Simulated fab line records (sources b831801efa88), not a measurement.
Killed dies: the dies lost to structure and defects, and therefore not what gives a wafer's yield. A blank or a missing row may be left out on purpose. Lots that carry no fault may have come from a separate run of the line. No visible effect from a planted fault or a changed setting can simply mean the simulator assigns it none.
Shared-tool check ; flow sky130 ; 14 lots and 42 wafers in the sample

## THE REASON FOR OPENING IT
Of 14 lots, 2 have the reading LOCAL_INTERCONNECT_TIN_RS flagged at SKY_LOCAL_INTERCONNECT_RS_MEAS_01. Fault-free wafers read 14.22 ohm/sq, with a standard deviation of 0.17.
Rule: flag the lot when none of its wafers has a number, or when each of its wafers that has one lies beyond 4 standard deviations from that mean. All remaining lots are regarded as sound.

lot;measured;on;LOCAL_INTERCONNECT_TIN_RS (ohm/sq), wafer by wafer;flag
L795;day 29 11:13;film_metro-04;14.22 14.03 14.24;
L796;day 29 19:47;film_metro-01;14.25 14.23 14.27;
L799;day 30 19:17;film_metro-04;14.16 14.38 14.18;
L800;day 31 10:24;film_metro-02;14.39 14.14 14.02;
L801;day 31 12:32;film_metro-02;14.20 14.60 13.98;
L802;day 31 20:12;film_metro-01;14.09 14.15 13.95;
L804;day 32 18:26;film_metro-04;14.15 14.21 14.09;
L806;day 33 12:14;film_metro-01;14.54 14.71 14.63;
L811;day 34 15:28;film_metro-01;12.68 12.62 12.57;FLAGGED
L812;day 35 01:09;film_metro-02;12.65 12.61 12.78;FLAGGED
L813;day 35 03:43;film_metro-04;14.33 14.15 14.24;
L815;day 35 22:29;film_metro-04;14.17 14.25 14.24;
L817;day 36 08:45;film_metro-04;14.22 14.12 14.08;
L818;day 36 15:59;film_metro-04;14.20 14.41 14.22;
The mean of the flagged lots' numbers is 12.65 ohm/sq, -1.57 ohm/sq from the usual (-9 standard deviations).

## WHICH TOOL RAN EACH LOT
Before the reading, the record contains 2 process steps out of a 708-step route. Every cell lists first the tool, next ch and the chambers used by the sampled wafers, and last the start.
lot;flag;SKY_LDD_LDN_STRIP_12;SKY_LOCAL_INTERCONNECT_SPUTTER_00
L795;;plasma_asher-02 ch 1, day 23 03:23;pvd_sputter-01, day 29 11:08
L796;;plasma_asher-02 ch 0,1, day 23 14:17;pvd_sputter-04, day 29 19:43
L799;;plasma_asher-04 ch 0,1, day 24 14:11;pvd_sputter-01, day 30 19:12
L800;;plasma_asher-02 ch 0,1, day 25 07:55;pvd_sputter-02, day 31 10:17
L801;;plasma_asher-02 ch 0, day 25 08:29;pvd_sputter-02, day 31 12:28
L802;;plasma_asher-02 ch 0,1, day 25 16:59;pvd_sputter-02, day 31 20:07
L804;;plasma_asher-02 ch 0,1, day 26 17:20;pvd_sputter-04, day 32 18:23
L806;;plasma_asher-01 ch 0, day 27 10:50;pvd_sputter-04, day 33 12:10
L811;FLAGGED;plasma_asher-04 ch 0,1, day 28 14:56;pvd_sputter-01, day 34 15:23
L812;FLAGGED;plasma_asher-04 ch 0,1, day 29 04:23;pvd_sputter-01, day 35 01:05
L813;;plasma_asher-02 ch 0,1, day 29 05:32;pvd_sputter-04, day 35 03:38
L815;;plasma_asher-01 ch 0,1, day 29 23:50;pvd_sputter-04, day 35 22:26
L817;;plasma_asher-02 ch 0,1, day 30 12:32;pvd_sputter-04, day 36 08:41
L818;;plasma_asher-04 ch 0,1, day 30 20:20;pvd_sputter-02, day 36 15:55
What the steps here do:
- SKY_LDD_LDN_STRIP_12: strips in O2/N2.
- SKY_LOCAL_INTERCONNECT_SPUTTER_00: material TiN, target thk 100 nm, time 83.3 s.
- SKY_LOCAL_INTERCONNECT_RS_MEAS_01: measures by four-point-probe.

## FLAGGED AGAINST TOTAL, ONE TOOL AT A TIME (gauges that did the reading follow at the end)
step;tool;lots run;flagged;share of the flagged lots;sound lots run after its first flagged lot
SKY_LDD_LDN_STRIP_12;plasma_asher-01;2;0;none;-
SKY_LDD_LDN_STRIP_12;plasma_asher-02;8;0;none;-
SKY_LDD_LDN_STRIP_12;plasma_asher-04;4;2;all;1 (L818)
SKY_LOCAL_INTERCONNECT_SPUTTER_00;pvd_sputter-01;4;2;all;0
SKY_LOCAL_INTERCONNECT_SPUTTER_00;pvd_sputter-02;4;0;none;-
SKY_LOCAL_INTERCONNECT_SPUTTER_00;pvd_sputter-04;6;0;none;-
SKY_LOCAL_INTERCONNECT_RS_MEAS_01;film_metro-01;4;1;some;0
SKY_LOCAL_INTERCONNECT_RS_MEAS_01;film_metro-02;3;1;some;0
SKY_LOCAL_INTERCONNECT_RS_MEAS_01;film_metro-04;7;0;none;-

## WHAT THE TABLE ALLOWS
Every flagged lot went through 2 rows of the table: plasma_asher-04 at SKY_LDD_LDN_STRIP_12 and pvd_sputter-01 at SKY_LOCAL_INTERCONNECT_SPUTTER_00.
- plasma_asher-04 at SKY_LDD_LDN_STRIP_12 ran 4 lots, 2 of them flagged. Sound lots ran on it after the first flagged one (L818), which a lasting fault on the whole tool wouldn't allow.
- pvd_sputter-01 at SKY_LOCAL_INTERCONNECT_SPUTTER_00 ran 4 lots, 2 of them flagged. Its last sound lot is L799 (day 30 19:12), its first flagged lot L811 (day 34 15:23): a fault that began between those two fits. Its own readings (cathode_dc_power_W) fall more than 4 standard deviations out on all wafers of the flagged lots.
pvd_sputter-01 at SKY_LOCAL_INTERCONNECT_SPUTTER_00 is the single tool remaining.

## WHAT HAD BEEN PUT IN BY THE SIMULATOR
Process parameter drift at SKY_LOCAL_INTERCONNECT_SPUTTER_00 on pvd_sputter-01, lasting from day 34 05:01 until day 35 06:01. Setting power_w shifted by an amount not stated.
Lots struck among those shown: L811, L812. This agrees with what the rule above found.
